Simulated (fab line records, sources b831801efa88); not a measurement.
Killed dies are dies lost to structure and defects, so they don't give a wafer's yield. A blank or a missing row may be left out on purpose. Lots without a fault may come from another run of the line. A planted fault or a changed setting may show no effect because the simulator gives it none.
Which tool did it? | flow gf180mcu | 6 lots, 18 wafers sampled, at 2 steps of a route of 602

WHAT THE GAUGES READ, wafer by wafer
GF_MVSD_TW_MEAS_11.
lot  | measured    | on            | MVSD_TW
L748 | day 5 00:01 | film_metro-04 | 1586 1584 1570
L751 | day 5 15:06 | film_metro-01 | 1592 1593 1586
L755 | day 6 17:53 | film_metro-04 | 1593 1593 1586
L758 | day 7 09:37 | film_metro-04 | 1591 1580 1583
L764 | day 8 20:19 | film_metro-04 | 1574 1728 1577
L767 | day 9 10:57 | film_metro-04 | 1568 1568 1566

WHICH TOOL RAN EACH LOT (tool, then ch and the chambers of the sampled wafers, then the start)
lot  | GF_MVSD_IMPLANT_08
L748 | implanter-02 ch 0, day 4 23:38
L751 | implanter-01 ch 0, day 5 14:42
L755 | implanter-02 ch 0, day 6 17:28
L758 | implanter-01 ch 0, day 7 09:14
L764 | implanter-02 ch 0, day 8 19:55
L767 | implanter-01 ch 0, day 9 10:33
- GF_MVSD_IMPLANT_08

THE ANSWER, worked out from the rows above alone
Rule: what is usual is taken from the lots themselves. Put in order of their means at a reading, lots are off if they are a third of the lots or fewer, leave a main group of 4 or more, and stand apart from it by a gap of 3 or more times the standard deviation of the main group's means; of several such gaps the widest counts. A main group whose means are all the same, to the digits that the tables above print for the reading, isn't used. A lot without any number at a reading at which 4 lots or more have one is off too. The other lots that the step has rows for count as sound.
Off: L764, at GF_MVSD_TW_MEAS_11 (MVSD_TW). The main group: mean 1583, standard deviation 8.6.
A tool fits if, at a process step before that reading, it ran every lot that is off, and no sound lot after the first of them. The gauges at GF_MVSD_TW_MEAS_11 are tried like those tools. One fits: implanter-02 at GF_MVSD_IMPLANT_08. Its last sound lot is L755 (day 6 17:28), its first lot that is off L764 (day 8 19:55): a fault that began between those two fits.

WHAT THE SIMULATOR HAD PUT IN
Process parameter drift: implanter-02, from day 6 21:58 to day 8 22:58, at GF_MVSD_IMPLANT_08. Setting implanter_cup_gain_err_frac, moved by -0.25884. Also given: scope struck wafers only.
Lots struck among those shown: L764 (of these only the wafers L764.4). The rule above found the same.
